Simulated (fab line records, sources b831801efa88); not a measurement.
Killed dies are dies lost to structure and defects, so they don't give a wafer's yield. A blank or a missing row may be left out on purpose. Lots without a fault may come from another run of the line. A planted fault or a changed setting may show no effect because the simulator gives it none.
fab line records | flow sky130
record lots=7 wafers=20 last_day=49
route steps=708 shown LDD_P@263 LDD_HVN@267 PAD_OPEN@708
lots that met no fault: from a run of the same line without faults
start_h: hours from the record's first day to the start of the lot's first wafer shown | wait_h: hours since the lot's step before | " the same as in the row above | L1.1+2: a row that stands for several wafers | - no value, or no start given | * or withheld: withheld | < > ~ a bound
route shown NAME@n: a module of which the file shows steps, and the number in the route of the first | usual: mean/standard deviation of fault-free wafers | same: alike in all rows | chamber/n: place in a boat | sites: the reading at each site | _std_site: their standard deviation | _edge_site: outer sites' mean less inner sites' | radius_mm: how far each site lies from the wafer's centre | mask NAME#n: copy n | behind: the tool/chamber that last shaped the wafer | hold: why the lot was held/for how many hours/how that ended | device: the transistor (n, p or np) that didn't switch | end of line: the same wafers' tests at the end of the route | a step without rows: its recipe alone | killed: dies lost to structure and defects at the first sort, not the wafer's yield | map: a wafer's dies, x killed, . not, _ none there
set.NAME: the setting as run; set.NAME@STEP: as run at that earlier step | model.NAME: the simulator's own value behind a step, which no gauge read
lots at some steps of the route; a table a step, a row a wafer
services: from which hour (start_h, from the record's first day; less than 0 if before it) a tool's chamber was out of use, for how many hours, and why
## steps
# step SKY_LDD_P_OVL_MEAS_08
# usual LDD_P_OVL=-0.1/1.4
# columns lot.wafer tool chamber start_h wait_h LDD_P_OVL[nm]
L446.2 overlay-01 - 425.27 0.1 0.4
L446.3 " - " " -1.2
L446.5 " - " " 1.1
L449.2 overlay-02 - 457.30 0.1 -1.8
L449.4 " - " " -2.3
L449.5 " - " " -1.1
L461.2 overlay-02 - 561.19 0.1 1.1
L461.5 " - " " -0.3
L461.6 " - " " 0.3
L462.2 overlay-02 - 568.99 0.1 0.0
L462.3 " - " " 1.0
L465.1 overlay-01 - 599.58 0.1 -0.1
L465.3 " - " " -1.4
L465.5 " - " " 0.1
L464.2 overlay-01 - 599.84 0.1 -1.4
L464.3 " - " " 0.3
L464.6 " - " " -0.7
L466.2 overlay-01 - 612.34 0.1 2.3
L466.4 " - " " 1.1
L466.6 " - " " 2.8
# step SKY_LDD_P_IMPLANT_09
# recipe species=BF2 energy_kev=25 dose_cm2=1e+13 tilt_deg=withheld
# step SKY_LDD_P_STRIP_10
# recipe chemistry=O2/N2 power_w=1400 pressure_mtorr=1500 platen_temp_c=withheld o2_flow_sccm=3000 n2_flow_sccm=300 overash_fraction=0.5
# usual drypump_motor_current_A=5.7/0.55 n2_flow_sccm=300.1/0.81 oes_product_au=0.715/0.0049 strip_time_to_endpoint_s=14.18/0.039
# columns lot.wafer tool chamber start_h wait_h drypump_motor_current_A n2_flow_sccm oes_product_au rf_hours_counter_h strip_time_to_endpoint_s
L446.2 plasma_asher-01 0 425.45 0.1 6.4 299.6 0.718 68 14.22
L446.3 " 1 " " 5.0 302.3 0.719 - 14.24
L446.5 " 1 " " 5.0 300.8 0.711 - 14.16
L449.2 plasma_asher-02 0 457.48 0.1 6.1 299.4 0.723 63 14.18
L449.4 " 1 " " 5.5 300.2 0.711 - 14.23
L449.5 " 0 " " 6.1 299.8 0.723 - 14.22
L461.2 plasma_asher-04 0 561.37 0.1 6.1 298.5 0.721 13 14.23
L461.5 " 1 " " 5.3 299.4 0.721 - 14.21
L461.6 " 0 " " 6.1 298.6 0.721 - 14.17
L462.2 plasma_asher-04 1 569.17 0.1 5.2 301.1 0.718 14 14.08
L462.3 " 0 " " 6.1 298.7 0.723 - 14.08
L465.1 plasma_asher-01 1 599.77 0.1 5.0 299.6 0.714 86 14.15
L465.3 " 0 " " 6.4 298.9 0.715 - 14.16
L465.5 " 1 " " 5.0 299.5 0.711 - 14.16
L464.2 plasma_asher-04 0 600.02 0.1 6.1 299.5 0.716 17 14.22
L464.3 " 0 " " 6.1 301.0 0.721 - 14.20
L464.6 " 1 " " 5.2 299.8 0.712 - 14.23
L466.2 plasma_asher-02 1 612.52 0.1 5.5 300.0 0.714 76 14.15
L466.4 " 0 " " 6.1 301.3 0.711 - 14.16
L466.6 " 0 " " 6.1 300.6 0.717 - 14.16
# step SKY_LDD_P_TW_MEAS_11
# usual LDD_P_TW=641/3.9
# columns lot.wafer tool chamber start_h wait_h LDD_P_TW
L446.2 film_metro-04 - 425.56 0.1 648
L446.3 " - " " 645
L446.5 " - " " 648
L449.2 film_metro-01 - 457.59 0.1 639
L449.4 " - " " 641
L449.5 " - " " 643
L461.2 film_metro-04 - 561.48 0.1 646
L461.5 " - " " 648
L461.6 " - " " 648
L462.2 film_metro-01 - 569.28 0.1 642
L462.3 " - " " 641
L465.1 film_metro-02 - 599.87 0.1 639
L465.3 " - " " 640
L465.5 " - " " 640
L464.2 film_metro-01 - 600.13 0.1 638
L464.3 " - " " 640
L464.6 " - " " 637
L466.2 film_metro-01 - 612.63 0.1 635
L466.4 " - " " 637
L466.6 " - " " 640
# step SKY_LDD_HVN_DEHYDRATE_00
# recipe temp_c=200 time_s=60
# step SKY_LDD_HVN_HMDS_01
# recipe prime_time_s=60 prime_temp_c=120
# step SKY_LDD_HVN_COAT_02
# recipe resist=NOVOLAK spin_rpm=3000 resist_thk_nm=300
# step SKY_LDD_HVN_SOFTBAKE_03
# recipe temp_c=90 time_s=60 resist=NOVOLAK
# step SKY_LDD_HVN_EXPOSE_04
# recipe mask_id=HVNTM na=0.6 source_shape=conventional sigma_outer=0.6 polarization=unpolarized target_cd_nm=700 dose_mj=127
# step SKY_LDD_HVN_PEB_05
# recipe temp_c=withheld time_s=* resist=NOVOLAK
# step SKY_LDD_HVN_DEVELOP_06
# recipe resist=NOVOLAK developer=TMAH develop_time_s=60 dev_temp_c=23
# step SKY_LDD_HVN_OVL_MEAS_07
# usual LDD_HVN_OVL=-0.2/1.5
# columns lot.wafer tool chamber start_h wait_h LDD_HVN_OVL[nm]
L446.2 overlay-02 - 455.97 0.1 -0.5
L446.3 " - " " 0.6
L446.5 " - " " -0.5
L449.2 overlay-02 - 488.35 0.1 1.4
L449.4 " - " " 2.3
L449.5 " - " " 1.0
L461.2 overlay-02 - 591.17 0.1 -2.4
L461.5 " - " " -3.0
L461.6 " - " " -1.2
L462.2 overlay-01 - 598.24 0.1 0.0
L462.3 " - " " -1.0
L465.1 overlay-01 - 628.93 0.1 1.8
L465.3 " - " " 1.1
L465.5 " - " " 1.0
L464.2 overlay-01 - 629.70 0.1 -0.2
L464.3 " - " " 0.6
L464.6 " - " " 0.8
L466.2 overlay-01 - 641.40 0.1 1.9
L466.4 " - " " 2.7
L466.6 " - " " 1.6
# step SKY_LDD_HVN_IMPLANT_08
# recipe species=P energy_kev=60 dose_cm2=3e+13 tilt_deg=40
# columns lot.wafer tool chamber start_h wait_h
L446.2+3+5 implanter-01 0 456.03 0.0
L449.2+4+5 implanter-02 0 488.41 0.0
L461.2+5+6 implanter-01 0 591.23 0.0
L462.2+3 implanter-01 0 598.29 0.0
L465.1+3+5 implanter-02 0 628.97 0.0
L464.2+3+6 implanter-01 0 629.76 0.0
L466.2+4+6 implanter-02 0 641.46 0.0
# step SKY_LDD_HVN_STRIP_09
# recipe chemistry=O2/N2 power_w=1400 pressure_mtorr=1500 platen_temp_c=withheld o2_flow_sccm=3000 n2_flow_sccm=300 overash_fraction=0.5
# usual drypump_motor_current_A=5.7/0.48 n2_flow_sccm=300.0/0.96 oes_product_au=0.409/0.0045 strip_time_to_endpoint_s=4.133/0.014
# columns lot.wafer tool chamber start_h wait_h drypump_motor_current_A n2_flow_sccm oes_product_au rf_hours_counter_h strip_time_to_endpoint_s
L446.2 plasma_asher-03 0 456.15 0.1 5.7 300.8 0.411 34 4.161
L446.3 " 0 " " 5.8 301.3 0.409 - 4.142
L446.5 " 1 " " 5.7 300.9 0.415 - 4.174
L449.2 plasma_asher-01 0 488.53 0.1 6.4 299.7 0.403 75 4.116
L449.4 " 0 " " 6.4 300.3 0.411 - 4.114
L449.5 " 0 " " 6.4 300.1 0.412 - 4.133
L461.2 plasma_asher-01 1 591.35 0.1 5.0 301.2 0.405 86 4.138
L461.5 " 0 " " 6.4 301.6 0.410 - 4.138
L461.6 " 1 " " 5.0 299.9 0.409 - 4.125
L462.2 plasma_asher-03 0 598.42 0.1 5.7 300.3 0.401 50 4.149
L462.3 " 1 " " 5.7 298.8 0.406 - 4.127
L465.1 plasma_asher-03 1 629.12 0.1 5.7 300.5 0.410 53 4.118
L465.3 " 0 " " 5.8 301.5 0.402 - 4.132
L465.5 " 1 " " 5.7 299.0 0.408 - 4.147
L464.2 plasma_asher-04 0 629.88 0.1 6.1 300.0 0.412 20 4.134
L464.3 " 0 " " 6.1 300.3 0.408 - 4.121
L464.6 " 1 " " 5.2 300.2 0.407 - 4.131
L466.2 plasma_asher-01 0 641.58 0.1 6.4 298.8 0.410 91 4.142
L466.4 " 1 " " 5.0 298.9 0.406 - 4.116
L466.6 " 1 " " 5.0 299.2 0.407 - 4.169
# step SKY_LDD_HVN_TW_MEAS_10
# usual LDD_HVN_TW=1445/10
# columns lot.wafer tool chamber start_h wait_h hold LDD_HVN_TW
L446.2 film_metro-03 - 456.26 0.1 - 1430
L446.3 " - " " - 1430
L446.5 " - " " - 1432
L449.2 film_metro-03 - 488.64 0.1 - 1447
L449.4 " - " " - 1442
L449.5 " - " " - 1450
L461.2 film_metro-02 - 591.46 0.1 await_dispo/0.2h/release 1405
L461.5 " - " " await_dispo/0.2h/release 1449
L461.6 " - " " await_dispo/0.2h/release 1450
L461.2 film_metro-02 - 591.69 0.2 - 1408
L461.5 " - " " - 1448
L461.6 " - " " - 1450
L462.2 film_metro-04 - 598.53 0.1 await_dispo/0.2h/release 1400
L462.3 " - " " await_dispo/0.2h/release 1448
L462.2 film_metro-04 - 598.82 0.3 - 1404
L462.3 " - " " - 1453
L465.1 film_metro-02 - 629.22 0.1 - 1448
L465.3 " - " " - 1445
L465.5 " - " " - 1450
L464.2 film_metro-02 - 629.99 0.1 await_dispo/0.2h/release 1400
L464.3 " - " " await_dispo/0.2h/release 1439
L464.6 " - " " await_dispo/0.2h/release 1445
L464.2 film_metro-02 - 630.22 0.2 - 1400
L464.3 " - " " - 1437
L464.6 " - " " - 1444
L466.2 film_metro-03 - 641.69 0.1 - 1431
L466.4 " - " " - 1429
L466.6 " - " " - 1439
# step SKY_PAD_OPEN_PROBE_99
# usual killed_at_M0_to_M3=42/7.4 killed_at_M4_up=3.4/1.8 killed_at_contacts=25/5.4 killed_at_front_end=15/4.4 killed_at_other=0.2/0.52 killed_dies=86/9.3 killed_open=47/7.6 killed_short=39/6.5
# same gross_dies=492 killed_at_back_side=0
# columns lot.wafer tool chamber start_h wait_h killed_at_M0_to_M3 killed_at_M4_up killed_at_contacts killed_at_front_end killed_at_other killed_dies killed_open killed_short model.etest.tip_n_5v.rs_ohm_sq model.etest.tip_n_5v.rs_ohm_sq_range model.etest.tip_n_5v.rs_ohm_sq_rim_less_centre model.etest.nfet_g5v0d10v5.r_on_ohm_um
L446.2 prober-01 - 1073.03 0.1 54 4 28 16 0 102 63 39 1394 22.25 15.28 1888
L446.3 prober-01 - 1073.08 0.2 50 7 23 10 0 90 48 42 1388 41.4 27.23 1867
L446.5 prober-01 - 1073.18 0.2 58 4 21 26 0 109 53 56 1388 31.6 15.02 1894
L449.2 prober-02 - 1090.50 0.1 30 2 25 16 0 73 46 27 1383 33.41 -8.487 1886
L449.4 prober-02 - 1090.60 0.2 37 4 28 17 0 86 46 40 1392 25.55 -10.19 1897
L449.5 prober-02 - 1090.65 0.2 45 1 23 17 0 86 40 46 1385 40.51 -12.15 1889
L461.2 prober-01 - 1160.52 0.1 45 1 26 12 1 85 44 41 1622 191.2 -63.04 1923
L461.5 prober-01 - 1160.67 0.2 38 6 27 15 0 86 47 39 1436 20.91 4.129 1889
L461.6 prober-01 - 1160.72 0.2 39 5 31 22 0 97 43 54 1426 23.11 1.676 1882
L462.2 prober-02 - 1160.89 0.1 51 5 30 14 0 100 57 43 1535 182.3 -65.85 1918
L462.3 prober-02 - 1160.94 0.2 49 3 34 19 0 105 63 42 1370 22.46 -9.799 1861
L465.1 prober-02 - 1180.24 0.1 34 3 22 17 0 76 52 24 1379 31.1 -13.73 1893
L465.3 prober-02 - 1180.34 0.2 51 3 20 13 0 87 36 51 1387 26.72 -3.382 1875
L465.5 prober-02 - 1180.44 0.2 49 3 24 9 0 85 52 33 1386 35.48 -10.91 1898
L464.2 prober-01 - 1182.65 0.1 30 1 39 14 0 84 43 41 1568 176.4 -81.03 1896
L464.3 prober-01 - 1182.70 0.2 42 5 35 15 0 97 59 38 1393 34.43 26.3 1897
L464.6 prober-01 - 1182.85 0.2 59 3 15 21 0 98 58 40 1390 31.21 -9.439 1905
L466.2 prober-02 - 1186.70 0.1 43 2 28 16 0 89 44 45 1373 26.33 1.151 1883
L466.4 prober-02 - 1186.80 0.2 37 6 25 14 0 82 40 42 1389 26.22 -11.82 1879
L466.6 prober-02 - 1186.90 0.2 37 5 28 9 0 79 37 42 1376 49.52 5.07 1902
# killed by level:class
L446.2 VIA1:geometric_particle:open=14 VIA3:geometric_particle:open=12 CONTACT:geometric_particle:open=9 LI_CONTACT:geometric_particle:open=8 VIA1:geometric_particle:short=8 LI_CONTACT:geometric_particle:short=7 METAL2:geometric_particle:short=5 FIELD_ISO:geometric_particle:open=4
L446.3 VIA3:geometric_particle:open=12 CONTACT:geometric_particle:open=9 METAL1:geometric_particle:short=9 VIA1:geometric_particle:open=8 VIA3:geometric_particle:short=6 VIA2:geometric_particle:open=6 CONTACT:geometric_particle:short=5 LI_CONTACT:geometric_particle:open=4
L446.5 CONTACT:geometric_particle:open=11 VIA2:geometric_particle:open=9 FIELD_ISO:geometric_particle:open=7 METAL3:geometric_particle:short=7 VIA3:geometric_particle:open=7 METAL1:geometric_particle:short=7 VIA1:geometric_particle:open=7 FIELD_ISO:geometric_particle:short=6
L449.2 CONTACT:geometric_particle:open=10 VIA1:geometric_particle:open=8 LI_CONTACT:geometric_particle:open=7 FIELD_ISO:geometric_particle:open=6 VIA2:geometric_particle:open=6 LOCAL_INTERCONNECT:geometric_particle:short=5 VIA3:geometric_particle:open=4 VIA3:geometric_particle:short=4
L449.4 CONTACT:geometric_particle:open=8 VIA1:geometric_particle:open=8 LI_CONTACT:geometric_particle:open=7 CONTACT:geometric_particle:short=7 METAL2:geometric_particle:short=7 FIELD_ISO:geometric_particle:open=5 VIA3:geometric_particle:open=5 LOCAL_INTERCONNECT:geometric_particle:short=5
L449.5 FIELD_ISO:geometric_particle:short=8 CONTACT:geometric_particle:open=8 METAL2:geometric_particle:short=8 VIA1:geometric_particle:open=7 VIA3:geometric_particle:open=7 LI_CONTACT:geometric_particle:open=6 METAL1:geometric_particle:short=6 POLY_GATE:geometric_particle:short=4
L461.2 VIA1:geometric_particle:open=12 CONTACT:geometric_particle:open=11 METAL1:geometric_particle:short=10 LI_CONTACT:geometric_particle:open=7 VIA1:geometric_particle:short=6 POLY_GATE:geometric_particle:open=5 CONTACT:geometric_particle:short=5 VIA3:geometric_particle:open=4
L461.5 VIA3:geometric_particle:open=11 LI_CONTACT:geometric_particle:open=10 LOCAL_INTERCONNECT:geometric_particle:short=7 METAL2:geometric_particle:short=6 VIA2:geometric_particle:open=6 POLY_GATE:geometric_particle:short=4 LI_CONTACT:geometric_particle:short=4 CONTACT:geometric_particle:open=4
L461.6 METAL2:geometric_particle:short=13 CONTACT:geometric_particle:open=10 FIELD_ISO:geometric_particle:open=6 POLY_GATE:geometric_particle:short=6 LI_CONTACT:geometric_particle:open=6 FIELD_ISO:geometric_particle:short=5 LOCAL_INTERCONNECT:geometric_particle:short=5 CONTACT:geometric_particle:short=5
L462.2 VIA1:geometric_particle:open=15 LI_CONTACT:geometric_particle:open=10 CONTACT:geometric_particle:open=10 VIA2:geometric_particle:open=7 VIA3:geometric_particle:open=7 LOCAL_INTERCONNECT:geometric_particle:short=5 CONTACT:geometric_particle:short=5 VIA1:geometric_particle:short=5
L462.3 VIA1:geometric_particle:open=16 LI_CONTACT:geometric_particle:open=12 METAL1:geometric_particle:short=8 LOCAL_INTERCONNECT:geometric_particle:short=7 CONTACT:geometric_particle:open=7 POLY_GATE:geometric_particle:open=6 CONTACT:geometric_particle:short=6 VIA2:geometric_particle:open=5
L465.1 CONTACT:geometric_particle:open=11 VIA1:geometric_particle:open=9 FIELD_ISO:geometric_particle:open=7 VIA3:geometric_particle:open=6 LI_CONTACT:geometric_particle:open=5 VIA1:geometric_particle:short=5 POLY_GATE:geometric_particle:open=3 CONTACT:geometric_particle:short=3
L465.3 VIA1:geometric_particle:open=12 METAL2:geometric_particle:short=7 FIELD_ISO:geometric_particle:short=6 CONTACT:geometric_particle:open=6 VIA1:geometric_particle:short=6 METAL1:geometric_particle:short=6 VIA3:geometric_particle:open=6 VIA2:geometric_particle:open=5
L465.5 CONTACT:geometric_particle:open=11 VIA3:geometric_particle:open=11 VIA2:geometric_particle:open=8 VIA1:geometric_particle:open=7 METAL1:geometric_particle:short=6 CONTACT:geometric_particle:short=5 FIELD_ISO:geometric_particle:open=4 METAL2:geometric_particle:short=4
L464.2 LI_CONTACT:geometric_particle:open=12 CONTACT:geometric_particle:open=9 VIA1:geometric_particle:open=9 CONTACT:geometric_particle:short=7 LOCAL_INTERCONNECT:geometric_particle:short=6 METAL1:geometric_particle:short=6 FIELD_ISO:geometric_particle:short=4 LI_CONTACT:geometric_particle:short=4
L464.3 LI_CONTACT:geometric_particle:open=14 VIA1:geometric_particle:open=11 VIA2:geometric_particle:open=8 METAL1:geometric_particle:short=7 CONTACT:geometric_particle:open=7 FIELD_ISO:geometric_particle:open=5 POLY_GATE:geometric_particle:open=5 CONTACT:geometric_particle:short=5
L464.6 VIA2:geometric_particle:open=13 METAL2:geometric_particle:short=10 FIELD_ISO:geometric_particle:open=8 VIA1:geometric_particle:open=8 VIA3:geometric_particle:open=7 CONTACT:geometric_particle:open=6 VIA2:geometric_particle:short=5 POLY_GATE:geometric_particle:open=4
L466.2 VIA2:geometric_particle:open=12 LI_CONTACT:geometric_particle:open=7 CONTACT:geometric_particle:short=7 METAL1:geometric_particle:short=7 VIA3:geometric_particle:open=6 FIELD_ISO:geometric_particle:open=5 LOCAL_INTERCONNECT:geometric_particle:short=5 FIELD_ISO:geometric_particle:short=4
L466.4 CONTACT:geometric_particle:open=8 VIA1:geometric_particle:open=8 LI_CONTACT:geometric_particle:open=7 METAL1:geometric_particle:short=7 VIA2:geometric_particle:open=6 FIELD_ISO:geometric_particle:short=5 FIELD_ISO:geometric_particle:open=5 CONTACT:geometric_particle:short=4
L466.6 VIA2:geometric_particle:open=8 LI_CONTACT:geometric_particle:open=7 CONTACT:geometric_particle:short=7 VIA1:geometric_particle:open=6 CONTACT:geometric_particle:open=5 VIA3:geometric_particle:short=5 LOCAL_INTERCONNECT:geometric_particle:short=4 VIA1:geometric_particle:short=4
## services
# columns tool chamber start_h hours kind
plasma_asher-03 - 411.66 0.6 repair
plasma_asher-04 - 421.25 9.0 pm
plasma_asher-04 0 421.25 9.0 vent_cycle
plasma_asher-04 1 421.25 9.0 vent_cycle
plasma_asher-04 0 430.25 - clean
plasma_asher-04 1 430.25 - clean
implanter-02 - 447.07 3.8 repair
plasma_asher-01 - 447.50 4.0 repair
implanter-02 - 459.82 1.6 repair
plasma_asher-04 - 507.15 6.7 repair
plasma_asher-02 - 513.63 28.1 pm
implanter-02 - 558.56 2.8 repair
plasma_asher-02 - 566.97 3.0 repair
implanter-02 - 568.65 3.4 pm
implanter-02 - 591.92 16.2 repair
implanter-01 - 607.79 1.2 repair
implanter-01 - 640.28 4.1 pm
## key
first_sign step=SKY_LDD_HVN_TW_MEAS_10 reading=visit direction=added
effect step=SKY_LDD_HVN_TW_MEAS_10 reading=LDD_HVN_TW direction=down sigmas=4.3 usual=1445 struck=1402
model_effect step=SKY_PAD_OPEN_PROBE_99 value=etest.tip_n_5v.rs_ohm_sq without=1387 struck=1575
met_at SKY_LDD_HVN_IMPLANT_08
struck_wafers L461.2,L462.2,L464.2
tester_left_out L461,L462,L464
onset_between 456.03 591.23
fault kind=process_parameter_drift tool=implanter-01 chamber=- onset_h=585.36 steps=SKY_LDD_HVN_IMPLANT_08 channel=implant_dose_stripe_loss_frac offset=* shape=step end_h=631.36 scope=struck_wafers_only
# tester_left_out: of these lots the tester's yield and bins aren't shown, on N5 and GAA mostly nor the transistor test; their killed dies are dies lost to structure and defects alone, not to doping, threshold or leakage, so they don't give the yield
